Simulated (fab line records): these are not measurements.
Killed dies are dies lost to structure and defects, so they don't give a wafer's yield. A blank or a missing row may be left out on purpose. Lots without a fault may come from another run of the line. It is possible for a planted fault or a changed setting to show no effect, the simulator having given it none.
Matching of chambers / flow gf180mcu / 4 sister chambers for GF_HV_LDD_ETCHBACK_58 on rie_diel-01
The step etches Si3N4 in CH3F/O2, stops on SiO2, time 100 s, target depth 90 nm. 4 wafers are shown with their chamber, then 8 later ones without.

WAFERS PAIRED WITH THEIR CHAMBERS
wafer=L075.3; chamber=0; drypump_motor_current_A (A)=5.9
wafer=L082.6; chamber=2; drypump_motor_current_A (A)=5.5
wafer=L083.5; chamber=3; drypump_motor_current_A (A)=6.4
wafer=L087.2; chamber=1; drypump_motor_current_A (A)=5.5

WAFERS WHOSE CHAMBER IS MISSING
wafer=L087.3; drypump_motor_current_A (A)=6.4
wafer=L087.4; drypump_motor_current_A (A)=5.9
wafer=L092.2; drypump_motor_current_A (A)=6.4
wafer=L092.4; drypump_motor_current_A (A)=5.9
wafer=L092.6; drypump_motor_current_A (A)=5.5
wafer=L094.1; drypump_motor_current_A (A)=5.9
wafer=L094.4; drypump_motor_current_A (A)=5.6
wafer=L094.5; drypump_motor_current_A (A)=5.4

THE CHAMBER EACH PASSED THROUGH
wafer=L087.3; from the rows above=3; in truth=3
wafer=L087.4; from the rows above=0; in truth=0
wafer=L092.2; from the rows above=3; in truth=3
wafer=L092.4; from the rows above=0; in truth=0
wafer=L092.6; from the rows above=can't be placed: 1 or 2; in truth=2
wafer=L094.1; from the rows above=0; in truth=0
wafer=L094.4; from the rows above=can't be placed: 1 or 2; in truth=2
wafer=L094.5; from the rows above=can't be placed: 1 or 2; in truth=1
Correct placement for 5 of the 8. Not placeable from these rows: 3 (in 3, the candidates include the true chamber). Wrongly placed: 0.
How it was worked out, from the rows above alone: a wafer's distance from a chamber is the root of the sum, over the readings, of the square of ((its reading less the chamber's mean) divided by the reading's scatter). If the next closest chamber is less than 2 further off than the closest, the wafer can't be placed; otherwise it belongs to the closest. Each chamber's mean is taken over the wafers shown for it. The scatter (one wafer shown for each chamber): square how far every hidden wafer sits from the nearest shown wafer, average those squares and take the square root.
